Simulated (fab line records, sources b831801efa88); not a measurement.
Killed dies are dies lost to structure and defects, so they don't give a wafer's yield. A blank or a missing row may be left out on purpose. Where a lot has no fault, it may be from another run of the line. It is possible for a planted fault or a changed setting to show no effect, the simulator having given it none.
Which of the tools did it? :: flow gf180mcu :: 11 lots, 32 wafers sampled, at 6 steps of a route of 602

## WHAT EACH GAUGE READ, for each wafer
GF_M3_RS_MEAS_05: measures by four-point-probe.
lot: L830
measured: day 20 01:11
on: filmMetro-04
M3_ALCU_RS (ohm/sq): 0.0708 0.0698 0.0705

lot: L831
measured: day 20 16:43
on: filmMetro-04
M3_ALCU_RS (ohm/sq): 0.0693 0.0704 0.0687

lot: L832
measured: day 21 09:36
on: filmMetro-04
M3_ALCU_RS (ohm/sq): 0.0695 0.0698 0.0697

lot: L835
measured: day 22 00:05
on: filmMetro-01
M3_ALCU_RS (ohm/sq): 0.0682 0.0688 0.0693

lot: L836
measured: day 23 00:02
on: filmMetro-01
M3_ALCU_RS (ohm/sq): 0.0442 0.0688

lot: L839
measured: day 23 12:56
on: filmMetro-04
M3_ALCU_RS (ohm/sq): 0.0692 0.0444 0.0691

lot: L848
measured: day 26 13:57
on: filmMetro-01
M3_ALCU_RS (ohm/sq): 0.0689 0.0680 0.0693

lot: L849
measured: day 26 18:33
on: filmMetro-01
M3_ALCU_RS (ohm/sq): 0.0701 0.0691 0.0688

lot: L850
measured: day 27 07:38
on: filmMetro-01
M3_ALCU_RS (ohm/sq): 0.0698 0.0703 0.0692

lot: L851
measured: day 27 15:02
on: filmMetro-04
M3_ALCU_RS (ohm/sq): 0.0685 0.0671 0.0686

lot: L852
measured: day 27 23:56
on: filmMetro-01
M3_ALCU_RS (ohm/sq): 0.0695 0.0696 0.0683

GF_M3_THK_MEAS_06: measures by xrf.
lot: L830
measured: day 20 01:18
on: filmMetro-04
M3_ALCU_THK (nm): 433 439 436

lot: L831
measured: day 20 16:49
on: filmMetro-04
M3_ALCU_THK (nm): 443 434 446

lot: L832
measured: day 21 09:43
on: filmMetro-04
M3_ALCU_THK (nm): 441 438 440

lot: L835
measured: day 22 00:12
on: filmMetro-01
M3_ALCU_THK (nm): 452 449 447

lot: L836
measured: day 23 00:09
on: filmMetro-01
M3_ALCU_THK (nm): 700 451

lot: L839
measured: day 23 13:04
on: filmMetro-04
M3_ALCU_THK (nm): 446 688 444

lot: L848
measured: day 26 14:04
on: filmMetro-01
M3_ALCU_THK (nm): 450 458 450

lot: L849
measured: day 26 18:39
on: filmMetro-01
M3_ALCU_THK (nm): 443 453 452

lot: L850
measured: day 27 07:44
on: filmMetro-01
M3_ALCU_THK (nm): 444 439 446

lot: L851
measured: day 27 15:10
on: filmMetro-04
M3_ALCU_THK (nm): 450 458 446

lot: L852
measured: day 28 00:03
on: filmMetro-01
M3_ALCU_THK (nm): 449 449 456

## WHICH TOOL RAN EACH LOT (tool, then ch and the chambers of the sampled wafers, then the start)
lot: L830
GF_M2_METAL_ETCH_16: rieMetal-02 ch 0,1, day 18 21:28
GF_V2_ETCH_16: rieDiel-02 ch 0,1,2, day 19 23:36
GF_V2_SPUTTER_22: pvdSputter-01, day 20 00:20
GF_M3_SPUTTER_02: pvdSputter-02, day 20 01:05

lot: L831
GF_M2_METAL_ETCH_16: rieMetal-01 ch 0,1, day 19 13:51
GF_V2_ETCH_16: rieDiel-02 ch 1,2,3, day 20 15:06
GF_V2_SPUTTER_22: pvdSputter-01, day 20 15:50
GF_M3_SPUTTER_02: pvdSputter-02, day 20 16:35

lot: L832
GF_M2_METAL_ETCH_16: rieMetal-01 ch 0,1, day 20 07:00
GF_V2_ETCH_16: rieDiel-03 ch 0,2,3, day 21 07:57
GF_V2_SPUTTER_22: pvdSputter-04, day 21 08:44
GF_M3_SPUTTER_02: pvdSputter-02, day 21 09:31

lot: L835
GF_M2_METAL_ETCH_16: rieMetal-02 ch 0,1, day 20 21:42
GF_V2_ETCH_16: rieDiel-02 ch 0,1,3, day 21 22:30
GF_V2_SPUTTER_22: pvdSputter-04, day 21 23:13
GF_M3_SPUTTER_02: pvdSputter-02, day 21 23:59

lot: L836
GF_M2_METAL_ETCH_16: rieMetal-03 ch 0, day 21 21:36
GF_V2_ETCH_16: rieDiel-03 ch 2,3, day 22 22:27
GF_V2_SPUTTER_22: pvdSputter-04, day 22 23:10
GF_M3_SPUTTER_02: pvdSputter-02, day 22 23:56

lot: L839
GF_M2_METAL_ETCH_16: rieMetal-02 ch 0,1, day 22 11:00
GF_V2_ETCH_16: rieDiel-02 ch 0,3, day 23 11:21
GF_V2_SPUTTER_22: pvdSputter-04, day 23 12:05
GF_M3_SPUTTER_02: pvdSputter-02, day 23 12:51

lot: L848
GF_M2_METAL_ETCH_16: rieMetal-01 ch 0,1, day 25 13:09
GF_V2_ETCH_16: rieDiel-02 ch 0,1,3, day 26 12:21
GF_V2_SPUTTER_22: pvdSputter-04, day 26 13:05
GF_M3_SPUTTER_02: pvdSputter-03, day 26 13:50

lot: L849
GF_M2_METAL_ETCH_16: rieMetal-01 ch 0,1, day 25 18:50
GF_V2_ETCH_16: rieDiel-02 ch 2,3, day 26 16:54
GF_V2_SPUTTER_22: pvdSputter-04, day 26 17:40
GF_M3_SPUTTER_02: pvdSputter-02, day 26 18:25

lot: L850
GF_M2_METAL_ETCH_16: rieMetal-01 ch 0,1, day 26 07:52
GF_V2_ETCH_16: rieDiel-01 ch 0,1,3, day 27 06:00
GF_V2_SPUTTER_22: pvdSputter-04, day 27 06:44
GF_M3_SPUTTER_02: pvdSputter-02, day 27 07:29

lot: L851
GF_M2_METAL_ETCH_16: rieMetal-02 ch 0,1, day 26 15:16
GF_V2_ETCH_16: rieDiel-02 ch 0,1,2, day 27 13:25
GF_V2_SPUTTER_22: pvdSputter-04, day 27 14:09
GF_M3_SPUTTER_02: pvdSputter-01, day 27 14:57

lot: L852
GF_M2_METAL_ETCH_16: rieMetal-01 ch 0,1, day 26 23:58
GF_V2_ETCH_16: rieDiel-03 ch 1,2,3, day 27 22:21
GF_V2_SPUTTER_22: pvdSputter-01, day 27 23:04
GF_M3_SPUTTER_02: pvdSputter-02, day 27 23:50
- GF_M2_METAL_ETCH_16: etches the open film in Cl2/BCl3, stops on SiO2, target depth 750.8 nm, time 125.1 s.
- GF_V2_ETCH_16: etches BARC in N2/H2.
- GF_V2_SPUTTER_22: material TiN, target thk 10 nm, time 40 s.
- GF_M3_SPUTTER_02: material AlCu, target thk 450 nm, time 23.9 s.

## AS READ BY THE TOOLS THEMSELVES (means over the sampled wafers that have a number; for cases with no such wafer, the mark the record gives instead)
GF_M2_METAL_ETCH_16.
lot: L830
tool: rieMetal-02
drypumpMotorCurrentA (A): 6.2
oesProductAu (a.u.): 0.993
throttleValvePct (%): 28.229

lot: L831
tool: rieMetal-01
drypumpMotorCurrentA (A): 5.1
oesProductAu (a.u.): 0.988
throttleValvePct (%): 28.233

lot: L832
tool: rieMetal-01
drypumpMotorCurrentA (A): 5.3
oesProductAu (a.u.): 0.984
throttleValvePct (%): 28.234

lot: L835
tool: rieMetal-02
drypumpMotorCurrentA (A): 6.2
oesProductAu (a.u.): 0.992
throttleValvePct (%): 28.231

lot: L836
tool: rieMetal-03
drypumpMotorCurrentA (A): 5.8
oesProductAu (a.u.): 0.991
throttleValvePct (%): 28.245

lot: L839
tool: rieMetal-02
drypumpMotorCurrentA (A): 5.8
oesProductAu (a.u.): 0.979
throttleValvePct (%): 28.231

lot: L848
tool: rieMetal-01
drypumpMotorCurrentA (A): 5.1
oesProductAu (a.u.): 0.994
throttleValvePct (%): 28.239

lot: L849
tool: rieMetal-01
drypumpMotorCurrentA (A): 5.1
oesProductAu (a.u.): 0.990
throttleValvePct (%): 28.227

lot: L850
tool: rieMetal-01
drypumpMotorCurrentA (A): 5.1
oesProductAu (a.u.): 0.991
throttleValvePct (%): 28.229

lot: L851
tool: rieMetal-02
drypumpMotorCurrentA (A): 5.8
oesProductAu (a.u.): 0.988
throttleValvePct (%): 28.236

lot: L852
tool: rieMetal-01
drypumpMotorCurrentA (A): 5.2
oesProductAu (a.u.): 0.991
throttleValvePct (%): 28.227

GF_V2_ETCH_16.
lot: L830
tool: rieDiel-02
drypumpMotorCurrentA (A): 5.7
oesProductAu (a.u.): 0.857
throttleValvePct (%): 13.220

lot: L831
tool: rieDiel-02
drypumpMotorCurrentA (A): 5.8
oesProductAu (a.u.): 0.855
throttleValvePct (%): 13.219

lot: L832
tool: rieDiel-03
drypumpMotorCurrentA (A): 6.2
oesProductAu (a.u.): 0.856
throttleValvePct (%): 13.217

lot: L835
tool: rieDiel-02
drypumpMotorCurrentA (A): 5.7
oesProductAu (a.u.): 0.858
throttleValvePct (%): 13.219

lot: L836
tool: rieDiel-03
drypumpMotorCurrentA (A): 6.2
oesProductAu (a.u.): 0.849
throttleValvePct (%): 13.232

lot: L839
tool: rieDiel-02
drypumpMotorCurrentA (A): 5.5
oesProductAu (a.u.): 0.853
throttleValvePct (%): 13.222

lot: L848
tool: rieDiel-02
drypumpMotorCurrentA (A): 5.7
oesProductAu (a.u.): 0.856
throttleValvePct (%): 13.229

lot: L849
tool: rieDiel-02
drypumpMotorCurrentA (A): 5.6
oesProductAu (a.u.): 0.858
throttleValvePct (%): 13.231

lot: L850
tool: rieDiel-01
drypumpMotorCurrentA (A): 5.7
oesProductAu (a.u.): 0.858
throttleValvePct (%): 13.232

lot: L851
tool: rieDiel-02
drypumpMotorCurrentA (A): 5.8
oesProductAu (a.u.): 0.857
throttleValvePct (%): 13.222

lot: L852
tool: rieDiel-03
drypumpMotorCurrentA (A): 5.9
oesProductAu (a.u.): 0.853
throttleValvePct (%): 13.222

GF_V2_SPUTTER_22.
lot: L830
tool: pvdSputter-01
cathodeDcPowerW (W): 3999.7
chamberPressurePa (Pa): 4.998
throttleValvePct (%): 30.8

lot: L831
tool: pvdSputter-01
cathodeDcPowerW (W): 3999.5
chamberPressurePa (Pa): 4.996
throttleValvePct (%): 31.4

lot: L832
tool: pvdSputter-04
cathodeDcPowerW (W): 3999.9
chamberPressurePa (Pa): 5.005
throttleValvePct (%): 30.6

lot: L835
tool: pvdSputter-04
cathodeDcPowerW (W): 4000.2
chamberPressurePa (Pa): 5.000
throttleValvePct (%): 29.9

lot: L836
tool: pvdSputter-04
cathodeDcPowerW (W): 3999.9
chamberPressurePa (Pa): 5.018
throttleValvePct (%): 30.5

lot: L839
tool: pvdSputter-04
cathodeDcPowerW (W): 4000.0
chamberPressurePa (Pa): 4.993
throttleValvePct (%): 30.6

lot: L848
tool: pvdSputter-04
cathodeDcPowerW (W): 4000.3
chamberPressurePa (Pa): 5.007
throttleValvePct (%): 29.7

lot: L849
tool: pvdSputter-04
cathodeDcPowerW (W): 3999.8
chamberPressurePa (Pa): 5.007
throttleValvePct (%): 29.5

lot: L850
tool: pvdSputter-04
cathodeDcPowerW (W): 4000.3
chamberPressurePa (Pa): 5.006
throttleValvePct (%): 29.5

lot: L851
tool: pvdSputter-04
cathodeDcPowerW (W): 3999.7
chamberPressurePa (Pa): 5.001
throttleValvePct (%): 30.1

lot: L852
tool: pvdSputter-01
cathodeDcPowerW (W): 4000.3
chamberPressurePa (Pa): 4.998
throttleValvePct (%): 30.8

GF_M3_SPUTTER_02.
lot: L830
tool: pvdSputter-02
cathodeDcPowerW (W): 10599
chamberPressurePa (Pa): 0.3997
throttleValvePct (%): 30.5

lot: L831
tool: pvdSputter-02
cathodeDcPowerW (W): 10602
chamberPressurePa (Pa): 0.3999
throttleValvePct (%): 30.7

lot: L832
tool: pvdSputter-02
cathodeDcPowerW (W): 10600
chamberPressurePa (Pa): 0.4006
throttleValvePct (%): 30.9

lot: L835
tool: pvdSputter-02
cathodeDcPowerW (W): 10599
chamberPressurePa (Pa): 0.3996
throttleValvePct (%): 30.9

lot: L836
tool: pvdSputter-02
cathodeDcPowerW (W): 10600
chamberPressurePa (Pa): 0.4002
throttleValvePct (%): 30.9

lot: L839
tool: pvdSputter-02
cathodeDcPowerW (W): 10601
chamberPressurePa (Pa): 0.3997
throttleValvePct (%): 30.3

lot: L848
tool: pvdSputter-03
cathodeDcPowerW (W): 10601
chamberPressurePa (Pa): 0.4001
throttleValvePct (%): 29.5

lot: L849
tool: pvdSputter-02
cathodeDcPowerW (W): 10601
chamberPressurePa (Pa): 0.3997
throttleValvePct (%): 31.1

lot: L850
tool: pvdSputter-02
cathodeDcPowerW (W): 10599
chamberPressurePa (Pa): 0.3997
throttleValvePct (%): 30.6

lot: L851
tool: pvdSputter-01
cathodeDcPowerW (W): 10602
chamberPressurePa (Pa): 0.3993
throttleValvePct (%): 31.0

lot: L852
tool: pvdSputter-02
cathodeDcPowerW (W): 10598
chamberPressurePa (Pa): 0.4002
throttleValvePct (%): 30.5

## THE ANSWER, worked out from the rows above alone
Rule: usual is defined by the lots themselves. The widest of any qualifying gaps counts: lots, ordered by their means at a reading, are off when they make up no more than a third of the lots, leave a main group of 4 or more, and stand apart from it by 3 or more times the standard deviation of that group's means. Not used: any main group whose means are identical at the precision the tables above print for the reading. A lot without any number at a reading at which 4 lots or more have one is off too. The other lots that the step has rows for count as sound. First the gauges in route order, then the tools' own readings, where a lot's mean is used as printed above. At the first step where some lot is off, the reading lying furthest off is the one used; lots without a number count as furthest.
Off: L836, L839, seen at GF_M3_RS_MEAS_05 (M3_ALCU_RS). The main group: mean 0.0693 ohm/sq, standard deviation 0.00064.
If a tool, at a process step before that reading, ran all the lots that are off and no sound lot after the first of them, it fits. The gauges at GF_M3_RS_MEAS_05 are tried like those tools. Not one of the candidates tried fits.

## WHAT THE SIMULATOR HAD PUT IN
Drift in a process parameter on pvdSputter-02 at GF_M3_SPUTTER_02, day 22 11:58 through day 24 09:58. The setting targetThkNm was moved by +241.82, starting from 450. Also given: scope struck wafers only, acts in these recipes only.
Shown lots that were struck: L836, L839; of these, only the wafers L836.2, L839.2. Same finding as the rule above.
